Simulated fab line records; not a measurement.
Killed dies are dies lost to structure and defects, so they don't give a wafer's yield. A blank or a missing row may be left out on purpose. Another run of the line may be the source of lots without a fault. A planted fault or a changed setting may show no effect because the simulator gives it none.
Check of tool commonality	flow sky130	Sample size 13 lots and 39 wafers

== REASON FOR OPENING ==
SKY_SD_N_TW_MEAS_12, reading SD_N_TW: flagged on 1 of 13 lots. Wafers without a fault read 4012, standard deviation 24.
Rule: a lot is flagged in two cases, either no wafer of it has a number, or all its wafers with numbers fall more than 4 standard deviations from that mean. All remaining lots are regarded as sound.

lot	measured	on	SD_N_TW, wafer by wafer	flag
L635	day 29 09:28	film-metro-01	4004 4017 4002	
L637	day 29 18:20	film-metro-03	4033 4005 4030	
L638	day 30 03:19	film-metro-03	3986 4025 4023	
L640	day 30 13:46	film-metro-01	4020 4002 4007	
L641	day 31 03:04	film-metro-01	4008 4012 4004	
L642	day 31 05:07	film-metro-03	4005 3990 4006	
L643	day 31 13:33	film-metro-02	4051 4040 4046	
L645	day 32 12:47	film-metro-01	4002 4011 4024	
L647	day 33 07:05	film-metro-01	3995 4000 3976	
L649	day 33 18:13	film-metro-02	4048 4062 4074	
L650	day 34 02:58	film-metro-02	4048 4042 4041	
L654	day 35 02:26	film-metro-01	30 30 30	FLAGGED
L656	day 35 17:02	film-metro-03	3981 4019 4012	
The numbers of the flagged lots are 30 on average: -3982 against the usual, or -99 or more standard deviations.

== EACH LOT AND THE TOOL IT RAN ON ==
Before the reading, the record contains 3 process steps out of a 708-step route. Cell contents, in order: the tool; ch with the chambers the sampled wafers went through; the start.
lot	flag	SKY_SPACER_ETCHBACK_02	SKY_RES_XHIGH_STRIP_08	SKY_SD_N_STRIP_11
L635		rie-diel-02 ch 0,2, day 24 10:28	plasma-asher-04 ch 0,1, day 28 03:57	plasma-asher-02 ch 0,1, day 29 09:22
L637		rie-diel-01 ch 0,1,2, day 24 18:16	plasma-asher-04 ch 0,1, day 28 12:32	plasma-asher-02 ch 0,1, day 29 18:15
L638		rie-diel-04 ch 0,3, day 25 04:19	plasma-asher-03 ch 0,1, day 28 21:59	plasma-asher-02 ch 0, day 30 03:13
L640		rie-diel-01 ch 0,2,3, day 25 15:49	plasma-asher-04 ch 0,1, day 29 08:36	plasma-asher-02 ch 0,1, day 30 13:40
L641		rie-diel-01 ch 1,2,3, day 26 06:37	plasma-asher-03 ch 0,1, day 29 22:22	plasma-asher-01 ch 0,1, day 31 02:58
L642		rie-diel-01 ch 0,1,2, day 26 07:50	plasma-asher-01 ch 0,1, day 30 00:18	plasma-asher-01 ch 0,1, day 31 05:01
L643		rie-diel-02 ch 2,3, day 26 15:25	plasma-asher-03 ch 0,1, day 30 08:30	plasma-asher-02 ch 0,1, day 31 13:25
L645		rie-diel-01 ch 2,3, day 27 15:56	plasma-asher-01 ch 0,1, day 31 07:23	plasma-asher-02 ch 0,1, day 32 12:41
L647		rie-diel-02 ch 1,3, day 28 11:36	plasma-asher-04 ch 0,1, day 32 01:45	plasma-asher-01 ch 0,1, day 33 06:58
L649		rie-diel-04 ch 0,2,3, day 28 23:30	plasma-asher-01 ch 0,1, day 32 13:37	plasma-asher-02 ch 0,1, day 33 18:07
L650		rie-diel-01 ch 0,1,3, day 29 09:04	plasma-asher-04 ch 0,1, day 32 23:02	plasma-asher-01 ch 0,1, day 34 02:52
L654	FLAGGED	rie-diel-04 ch 0,1,3, day 30 11:46	plasma-asher-01 ch 1, day 33 23:20	plasma-asher-02 ch 0,1, day 35 02:19
L656		rie-diel-01 ch 0,1,2, day 31 02:27	plasma-asher-04 ch 0,1, day 34 14:08	plasma-asher-02 ch 0,1, day 35 16:57
These steps, and what they do:
- SKY_SPACER_ETCHBACK_02: etches Si3N4 in CH3F/O2, stops on SiO2, time 46.7 s, target depth 45 nm.
- SKY_RES_XHIGH_STRIP_08: strips in O2/N2.
- SKY_SD_N_STRIP_11: strips in O2/N2.
- SKY_SD_N_TW_MEAS_12

== FLAGGED AGAINST TOTAL, ONE TOOL AT A TIME (gauges that did the reading follow at the end) ==
step	tool	lots run	flagged	share of the flagged lots	sound lots run after its first flagged lot
SKY_SPACER_ETCHBACK_02	rie-diel-01	7	0	none	-
SKY_SPACER_ETCHBACK_02	rie-diel-02	3	0	none	-
SKY_SPACER_ETCHBACK_02	rie-diel-04	3	1	all	0
SKY_RES_XHIGH_STRIP_08	plasma-asher-01	4	1	all	0
SKY_RES_XHIGH_STRIP_08	plasma-asher-03	3	0	none	-
SKY_RES_XHIGH_STRIP_08	plasma-asher-04	6	0	none	-
SKY_SD_N_STRIP_11	plasma-asher-01	4	0	none	-
SKY_SD_N_STRIP_11	plasma-asher-02	9	1	all	1 (L656)
SKY_SD_N_TW_MEAS_12	film-metro-01	6	1	all	0
SKY_SD_N_TW_MEAS_12	film-metro-02	3	0	none	-
SKY_SD_N_TW_MEAS_12	film-metro-03	4	0	none	-

== WHAT IS ALLOWED BY THE TABLE ==
4 rows of the table ran every flagged lot: rie-diel-04 at SKY_SPACER_ETCHBACK_02, plasma-asher-01 at SKY_RES_XHIGH_STRIP_08, plasma-asher-02 at SKY_SD_N_STRIP_11, film-metro-01 at SKY_SD_N_TW_MEAS_12.
- rie-diel-04 at SKY_SPACER_ETCHBACK_02 ran 3 lots, 1 of them flagged. A fault beginning between L649 (day 28 23:30), its last sound lot, and L654 (day 30 11:46), its first flagged one, fits the data.
- plasma-asher-01 at SKY_RES_XHIGH_STRIP_08 ran 4 lots, 1 of them flagged. A fault beginning between L649 (day 32 13:37), its last sound lot, and L654 (day 33 23:20), its first flagged one, fits the data. Its own readings (oes-product-au) fall more than 4 standard deviations out on all wafers of the flagged lots.
- plasma-asher-02 at SKY_SD_N_STRIP_11 ran 9 lots, 1 of them flagged. Sound lots ran on it after the first flagged one (L656), which a lasting fault on the whole tool wouldn't allow. Its own readings (oes-product-au, strip-time-to-endpoint-s) fall more than 4 standard deviations out on all wafers of the flagged lots.
- film-metro-01 at SKY_SD_N_TW_MEAS_12 ran 6 lots, 1 of them flagged. A fault beginning between L647 (day 33 07:05), its last sound lot, and L654 (day 35 02:26), its first flagged one, fits the data.
These 3 tools cannot be told apart by counting lots, since each of them fits a fault that started at some hour. More lots, or a look at what each step does to the wafer, might.

== WHAT THE SIMULATOR PUT IN ==
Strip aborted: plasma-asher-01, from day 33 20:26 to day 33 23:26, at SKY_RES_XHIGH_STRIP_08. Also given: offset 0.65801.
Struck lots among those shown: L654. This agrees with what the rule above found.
